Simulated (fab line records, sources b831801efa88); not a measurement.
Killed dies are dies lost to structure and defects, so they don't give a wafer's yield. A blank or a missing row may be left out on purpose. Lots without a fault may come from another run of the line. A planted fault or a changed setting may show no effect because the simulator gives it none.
fab line records | flow sky130
record lots=6 wafers=18 last_day=50
route steps=708 shown GATE_OXIDE@191 POLY_GATE@204 PAD_OPEN@708
lots that met no fault: from a run of the same line without faults
start_h: hours from the record's first day to the start of the lot's first wafer shown | wait_h: hours since the lot's step before | " the same as in the row above | L1.1+2: a row that stands for several wafers | - no value, or no start given | * or withheld: withheld | < > ~ a bound
route shown NAME@n: a module of which the file shows steps, and the number in the route of the first | usual: mean/standard deviation of fault-free wafers | same: alike in all rows | chamber/n: place in a boat | sites: the reading at each site | _std_site: their standard deviation | _edge_site: outer sites' mean less inner sites' | radius_mm: how far each site lies from the wafer's centre | mask NAME#n: copy n | behind: the tool/chamber that last shaped the wafer | hold: why the lot was held/for how many hours/how that ended | device: the transistor (n, p or np) that didn't switch | end of line: the same wafers' tests at the end of the route | a step without rows: its recipe alone | killed: dies lost to structure and defects at the first sort, not the wafer's yield | map: a wafer's dies, x killed, . not, _ none there
set.NAME: the setting as run; set.NAME@STEP: as run at that earlier step | model.NAME: the simulator's own value behind a step, which no gauge read
lots at some steps of the route; a table a step, a row a wafer
services: from which hour (start_h, from the record's first day; less than 0 if before it) a tool's chamber was out of use, for how many hours, and why
## steps
# step SKY_GATE_OXIDE_HMDS_04
# recipe prime_time_s=60 prime_temp_c=120
# step SKY_GATE_OXIDE_COAT_05
# recipe resist=NOVOLAK spin_rpm=3000 resist_thk_nm=1140
# step SKY_GATE_OXIDE_SOFTBAKE_06
# recipe temp_c=90 time_s=60 resist=NOVOLAK
# step SKY_GATE_OXIDE_EXPOSE_07
# recipe mask_id=LVOM na=0.6 source_shape=conventional sigma_outer=0.6 polarization=unpolarized target_cd_nm=600 dose_mj=166.3
# step SKY_GATE_OXIDE_PEB_08
# recipe temp_c=withheld time_s=* resist=NOVOLAK
# step SKY_GATE_OXIDE_DEVELOP_09
# recipe resist=NOVOLAK developer=TMAH develop_time_s=60 dev_temp_c=23
# step SKY_GATE_OXIDE_OVL_MEAS_10
# usual GATE_OXIDE_OVL=0.2/1.5
# columns lot.wafer tool chamber start_h wait_h GATE_OXIDE_OVL[nm]
L646.1 overlay-01 - 336.03 0.1 -2.6
L646.4 " - " " -1.0
L646.6 " - " " -1.1
L647.2 overlay-02 - 344.33 0.1 -2.5
L647.3 " - " " -2.0
L647.5 " - " " -2.2
L653.1 overlay-01 - 391.43 0.1 4.4
L653.3 " - " " 1.8
L653.4 " - " " 3.4
L656.1 overlay-01 - 417.08 0.1 0.5
L656.4 " - " " 1.1
L656.6 " - " " 0.8
L665.1 overlay-01 - 496.87 0.1 -0.4
L665.5 " - " " -0.4
L665.6 " - " " -1.7
L666.2 overlay-02 - 500.88 0.1 -0.9
L666.5 " - " " -1.5
L666.6 " - " " -0.8
# step SKY_GATE_OXIDE_IMPLANT_11
# recipe species=B energy_kev=10 dose_cm2=2.6e+12 tilt_deg=withheld
# step SKY_GATE_OXIDE_WET_ETCH_12
# recipe chemistry=dHF target_depth_nm=16.8 dry=n2_spin target=SiO2 dilution=100:1 temp_c=25 time_s=336
# step SKY_GATE_OXIDE_STRIP_13
# recipe chemistry=O2/N2 power_w=1400 pressure_mtorr=1500 platen_temp_c=withheld o2_flow_sccm=3000 n2_flow_sccm=300 overash_fraction=0.5
# usual drypump_motor_current_A=5.7/0.46 n2_flow_sccm=300.0/1 oes_product_au=0.716/0.0045 strip_time_to_endpoint_s=14.20/0.046
# same overash_fraction=0.5
# columns lot.wafer tool chamber start_h wait_h drypump_motor_current_A n2_flow_sccm oes_product_au rf_hours_counter_h strip_time_to_endpoint_s
L646.1 plasma_asher-03 0 336.31 0.0 6.3 298.9 0.720 65 14.17
L646.4 " 0 " " 6.3 299.5 0.712 - 14.20
L646.6 " 0 " " 6.3 300.2 0.721 - 14.18
L647.2 plasma_asher-01 0 344.61 0.0 5.1 300.0 0.715 23 14.20
L647.3 " 0 " " 5.0 299.8 0.708 - 14.20
L647.5 " 1 " " 5.6 299.0 0.719 - 14.22
L653.1 plasma_asher-01 0 391.72 0.0 5.1 299.4 0.717 27 14.13
L653.3 " 0 " " 5.1 298.3 0.718 - 14.16
L653.4 " 1 " " 5.6 299.8 0.718 - 14.17
L656.1 plasma_asher-03 0 417.37 0.0 6.3 300.5 0.723 72 14.24
L656.4 " 1 " " 5.4 300.4 0.718 - 14.21
L656.6 " 1 " " 5.4 300.1 0.714 - 14.18
L665.1 plasma_asher-03 1 497.16 0.0 5.4 301.1 0.712 81 14.22
L665.5 " 1 " " 5.4 301.8 0.716 - 14.20
L665.6 " 0 " " 6.3 300.2 0.716 - 14.28
L666.2 plasma_asher-01 1 501.16 0.0 5.6 299.8 0.712 39 14.23
L666.5 " 1 " " 5.6 301.2 0.718 - 14.23
L666.6 " 0 " " 5.1 300.4 0.718 - 14.22
# step SKY_GATE_OXIDE_TW_MEAS_14
# usual GATE_OXIDE_TW=224.0/1.4
# columns lot.wafer tool chamber start_h wait_h GATE_OXIDE_TW
L646.1 film_metro-02 - 336.41 0.1 225.1
L646.4 " - " " 224.6
L646.6 " - " " 224.7
L647.2 film_metro-01 - 344.72 0.1 224.8
L647.3 " - " " 224.6
L647.5 " - " " 225.9
L653.1 film_metro-01 - 391.82 0.1 227.0
L653.3 " - " " 225.4
L653.4 " - " " 226.6
L656.1 film_metro-02 - 417.47 0.1 225.0
L656.4 " - " " 225.8
L656.6 " - " " 225.5
L665.1 film_metro-03 - 497.26 0.1 221.6
L665.5 " - " " 221.2
L665.6 " - " " 220.4
L666.2 film_metro-02 - 501.27 0.1 223.7
L666.5 " - " " 224.1
L666.6 " - " " 223.5
# step SKY_GATE_OXIDE_CLEAN_15
# recipe chemistry=SC1/SC2 mix=1:4:20 temp_c=70 time_s=150 dry=n2_spin
# step SKY_GATE_OXIDE_OXIDATION_16
# recipe temp_c=800 ambient=O2 idle_temp_c=700 ramp_up_c_per_min=10 ramp_down_c_per_min=3 stabilise_s=600 purge_s=300 target_thk_a=35.7 ox_time_s=1915
# usual ox_temp_c_max=803.6/0.82 stabilise_s=600/0
# columns lot.wafer tool chamber start_h wait_h ox_temp_c_max stabilise_s
L646.1 furnace-01 0 338.87 2.3 802.8 600
L646.4 " 0 " " 804.4 600
L646.6 " 0 " " 802.2 600
L647.2 furnace-02 0 345.96 1.1 804.5 600
L647.3 " 0 " " 803.2 600
L647.5 " 0 " " 804.0 600
L653.1 furnace-02 0 392.79 0.8 804.7 5400
L653.3 " 0 " " 804.8 5400
L653.4 " 0 " " 803.8 5400
L656.1 furnace-02 0 417.58 0.0 803.7 5400
L656.4 " 0 " " 804.9 5400
L656.6 " 0 " " 805.9 5400
L665.1 furnace-02 0 497.37 0.0 804.0 600
L665.5 " 0 " " 803.7 600
L665.6 " 0 " " 804.3 600
L666.2 furnace-02 0 502.34 1.0 803.5 600
L666.5 " 0 " " 803.6 600
L666.6 " 0 " " 802.4 600
# step SKY_POLY_GATE_CVD_00
# recipe material=poly-Si target_thk_nm=180 temp_c=620 time_s=720 pressure_mtorr=200
# step SKY_PAD_OPEN_PROBE_99
# usual killed_at_M0_to_M3=44/7 killed_at_M4_up=3.0/1.8 killed_at_contacts=24/4.9 killed_at_front_end=15/5 killed_at_other=0.2/0.53 killed_dies=87/8.7 killed_open=48/6.8 killed_short=39/5.7
# same gross_dies=492 killed_at_back_side=0
# columns lot.wafer tool chamber start_h wait_h killed_at_M0_to_M3 killed_at_M4_up killed_at_contacts killed_at_front_end killed_at_other killed_dies killed_open killed_short model.etest.pfet_01v8_lvt.drive_ua_um model.etest.pfet_01v8_mvt.off_log10_a_um model.etest.pfet_01v8_mvt.vt_sat_v model.etest.pfet_01v8_mvt.vt_long_v model.etest.pfet_01v8_mvt.vt_v model.etest.pfet_01v8_lvt.vt_v model.etest.pfet_01v8_lvt.vt_sat_v model.etest.pfet_01v8_lvt.vt_long_v
L646.1 prober-02 - 1096.25 0.1 53 3 30 12 2 100 56 44 172.8 -11.31 -0.6142 -0.8954 -0.6942 -0.5391 -0.4545 -0.6563
L646.4 prober-02 - 1096.40 0.2 52 2 27 14 0 95 52 43 171.2 -11.58 -0.6203 -0.9 -0.7006 -0.5445 -0.4568 -0.658
L646.6 prober-02 - 1096.50 0.2 45 1 24 17 1 88 50 38 175.4 -11.32 -0.6056 -0.8929 -0.6872 -0.5268 -0.4391 -0.6475
L647.2 prober-01 - 1101.41 0.1 47 4 25 9 0 85 47 38 176.4 -10.76 -0.5765 -0.8707 -0.665 -0.5099 -0.4141 -0.634
L647.3 prober-01 - 1101.46 0.2 53 4 14 12 0 83 50 33 177.8 -10.83 -0.5751 -0.8699 -0.6629 -0.5016 -0.4042 -0.6256
L647.5 prober-01 - 1101.56 0.2 44 1 24 17 1 87 49 38 176.4 -10.8 -0.5681 -0.8705 -0.6585 -0.5044 -0.4053 -0.627
L653.1 prober-01 - 1136.40 0.1 42 3 28 18 0 91 47 44 168.9 -11.72 -0.6359 -0.9164 -0.7135 -0.5873 -0.4976 -0.6988
L653.3 prober-01 - 1136.50 0.2 44 2 22 12 1 81 46 35 172.3 -11.62 -0.6339 -0.9149 -0.7153 -0.5857 -0.4946 -0.7009
L653.4 prober-01 - 1136.55 0.2 35 1 27 20 0 83 43 40 171.2 -11.68 -0.6362 -0.914 -0.7137 -0.5815 -0.495 -0.6972
L656.1 prober-02 - 1150.57 0.1 49 2 23 10 0 84 45 39 169.2 -11.81 -0.6454 -0.9269 -0.7227 -0.5632 -0.4746 -0.6802
L656.4 prober-02 - 1150.72 0.2 56 5 26 18 0 105 54 50 169.4 -11.76 -0.6414 -0.9256 -0.7198 -0.5547 -0.4674 -0.6737
L656.6 prober-02 - 1150.82 0.2 41 2 10 10 0 63 33 30 168.5 -11.78 -0.633 -0.9208 -0.7124 -0.559 -0.4686 -0.675
L665.1 prober-01 - 1194.78 0.1 53 3 31 18 0 105 63 42 173.7 -10.68 -0.5663 -0.8435 -0.6484 -0.5244 -0.4397 -0.6391
L665.5 prober-01 - 1194.98 0.2 55 5 25 10 1 96 57 39 174.7 -10.64 -0.5603 -0.8505 -0.6437 -0.5289 -0.4379 -0.6435
L665.6 prober-01 - 1195.03 0.2 47 4 24 17 0 92 51 41 175.3 -10.48 -0.5597 -0.8448 -0.6456 -0.5239 -0.4333 -0.6412
L666.2 prober-02 - 1199.54 0.1 49 2 18 9 0 78 47 31 171.6 -10.74 -0.5631 -0.8572 -0.651 -0.5385 -0.4473 -0.6513
L666.5 prober-02 - 1199.69 0.2 35 1 33 13 0 82 50 32 172 -10.66 -0.5694 -0.8571 -0.6527 -0.538 -0.4479 -0.6528
L666.6 prober-02 - 1199.74 0.2 41 1 25 18 0 85 52 33 173.5 -10.71 -0.5692 -0.86 -0.655 -0.5347 -0.4451 -0.6516
# killed by level:class
L646.1 VIA1:geometric_particle:open=13 VIA3:geometric_particle:open=11 CONTACT:geometric_particle:open=9 LI_CONTACT:geometric_particle:open=8 METAL1:geometric_particle:short=8 CONTACT:geometric_particle:short=7 POLY_GATE:geometric_particle:short=5 VIA1:geometric_particle:short=5
L646.4 CONTACT:geometric_particle:open=15 VIA1:geometric_particle:open=14 METAL2:geometric_particle:short=8 METAL1:geometric_particle:short=6 VIA2:geometric_particle:open=6 CONTACT:geometric_particle:short=5 VIA1:geometric_particle:short=5 FIELD_ISO:geometric_particle:short=4
L646.6 CONTACT:geometric_particle:open=11 METAL1:geometric_particle:short=11 VIA1:geometric_particle:open=10 FIELD_ISO:geometric_particle:open=7 CONTACT:geometric_particle:short=6 METAL2:geometric_particle:short=6 POLY_GATE:geometric_particle:open=5 VIA3:geometric_particle:open=5
L647.2 VIA2:geometric_particle:open=10 CONTACT:geometric_particle:open=10 VIA3:geometric_particle:open=8 LI_CONTACT:geometric_particle:open=7 VIA1:geometric_particle:open=7 METAL2:geometric_particle:short=7 METAL1:geometric_particle:short=6 VIA1:geometric_particle:short=5
L647.3 VIA1:geometric_particle:open=16 VIA2:geometric_particle:open=9 POLY_GATE:geometric_particle:short=7 LI_CONTACT:geometric_particle:open=6 VIA3:geometric_particle:open=5 METAL1:geometric_particle:short=4 METAL1:geometric_particle:open=4 VIA2:geometric_particle:short=4
L647.5 CONTACT:geometric_particle:open=11 VIA3:geometric_particle:open=8 VIA1:geometric_particle:open=8 LI_CONTACT:geometric_particle:open=7 VIA2:geometric_particle:open=6 FIELD_ISO:geometric_particle:short=5 POLY_GATE:geometric_particle:short=4 VIA1:geometric_particle:short=4
L653.1 VIA3:geometric_particle:open=10 VIA1:geometric_particle:open=9 CONTACT:geometric_particle:open=7 VIA2:geometric_particle:open=7 FIELD_ISO:geometric_particle:short=6 LI_CONTACT:geometric_particle:open=6 LOCAL_INTERCONNECT:geometric_particle:short=5 METAL2:geometric_particle:short=5
L653.3 VIA1:geometric_particle:open=13 VIA2:geometric_particle:open=11 CONTACT:geometric_particle:open=8 LI_CONTACT:geometric_particle:open=6 METAL1:geometric_particle:short=6 FIELD_ISO:geometric_particle:short=5 VIA3:geometric_particle:short=5 POLY_GATE:geometric_particle:open=3
L653.4 LI_CONTACT:geometric_particle:open=11 CONTACT:geometric_particle:open=7 FIELD_ISO:geometric_particle:short=6 CONTACT:geometric_particle:short=6 VIA3:geometric_particle:open=6 VIA1:geometric_particle:open=5 METAL2:geometric_particle:short=5 VIA3:geometric_particle:short=5
L656.1 CONTACT:geometric_particle:open=8 VIA1:geometric_particle:open=7 METAL1:geometric_particle:short=7 VIA1:geometric_particle:short=7 VIA3:geometric_particle:open=7 METAL2:geometric_particle:short=6 LI_CONTACT:geometric_particle:open=6 CONTACT:geometric_particle:short=5
L656.4 VIA1:geometric_particle:open=11 CONTACT:geometric_particle:open=9 VIA1:geometric_particle:short=8 VIA3:geometric_particle:open=7 METAL1:geometric_particle:short=7 VIA2:geometric_particle:open=7 FIELD_ISO:geometric_particle:open=6 METAL2:geometric_particle:short=6
L656.6 VIA1:geometric_particle:open=10 METAL2:geometric_particle:short=8 VIA3:geometric_particle:open=7 CONTACT:geometric_particle:open=4 VIA2:geometric_particle:open=4 VIA2:geometric_particle:short=4 FIELD_ISO:geometric_particle:short=3 FIELD_ISO:geometric_particle:open=3
L665.1 CONTACT:geometric_particle:open=13 VIA1:geometric_particle:open=10 VIA3:geometric_particle:open=10 LI_CONTACT:geometric_particle:open=8 VIA2:geometric_particle:open=8 POLY_GATE:geometric_particle:short=6 VIA1:geometric_particle:short=6 LOCAL_INTERCONNECT:geometric_particle:short=5
L665.5 VIA2:geometric_particle:open=11 VIA1:geometric_particle:open=10 CONTACT:geometric_particle:open=9 METAL1:geometric_particle:short=8 LI_CONTACT:geometric_particle:open=6 VIA1:geometric_particle:short=6 CONTACT:geometric_particle:short=5 VIA3:geometric_particle:open=4
L665.6 VIA1:geometric_particle:open=10 VIA3:geometric_particle:open=8 LI_CONTACT:geometric_particle:open=7 VIA1:geometric_particle:short=7 CONTACT:geometric_particle:short=6 CONTACT:geometric_particle:open=6 VIA2:geometric_particle:open=6 POLY_GATE:geometric_particle:open=4
L666.2 VIA1:geometric_particle:open=10 VIA3:geometric_particle:open=8 VIA2:geometric_particle:open=7 METAL2:geometric_particle:short=6 LI_CONTACT:geometric_particle:open=5 CONTACT:geometric_particle:open=5 VIA3:geometric_particle:short=5 VIA2:geometric_particle:short=4
L666.5 CONTACT:geometric_particle:open=11 LI_CONTACT:geometric_particle:open=9 LOCAL_INTERCONNECT:geometric_particle:short=8 VIA1:geometric_particle:open=8 VIA2:geometric_particle:open=6 FIELD_ISO:geometric_particle:open=4 VIA1:geometric_particle:short=4 METAL1:geometric_particle:short=4
L666.6 VIA1:geometric_particle:open=12 CONTACT:geometric_particle:open=11 VIA2:geometric_particle:open=8 CONTACT:geometric_particle:short=6 POLY_GATE:geometric_particle:short=5 LI_CONTACT:geometric_particle:open=5 METAL1:geometric_particle:short=5 VIA3:geometric_particle:short=5
## services
# columns tool chamber start_h hours kind
furnace-01 - 324.63 4.1 pm
furnace-02 - 329.69 3.7 pm
furnace-02 - 462.36 2.6 pm
plasma_asher-01 - 464.44 0.6 repair
furnace-02 - 484.67 9.4 pm
furnace-01 - 496.50 17.3 pm
## key
first_sign step=SKY_GATE_OXIDE_OXIDATION_16 reading=stabilise_s direction=up sigmas=99+ usual=600 struck=5400
effect none on later readings
model_effect step=SKY_PAD_OPEN_PROBE_99 value=etest.pfet_01v8_lvt.drive_ua_um without=173.5 struck=169.9
met_at SKY_GATE_OXIDE_OXIDATION_16
struck_wafers L653.1,L653.3,L653.4,L656.1,L656.4,L656.6
tester_left_out L653,L656
onset_between 345.96 392.79
fault kind=process_parameter_drift tool=furnace-02 chamber=- onset_h=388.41 steps=SKY_GATE_OXIDE_OXIDATION_16 channel=stabilise_s offset=4800 shape=step end_h=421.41 acts_in=these_recipes_only stated=600
# tester_left_out: of these lots the tester's yield and bins aren't shown, on N5 and GAA mostly nor the transistor test; their killed dies are dies lost to structure and defects alone, not to doping, threshold or leakage, so they don't give the yield
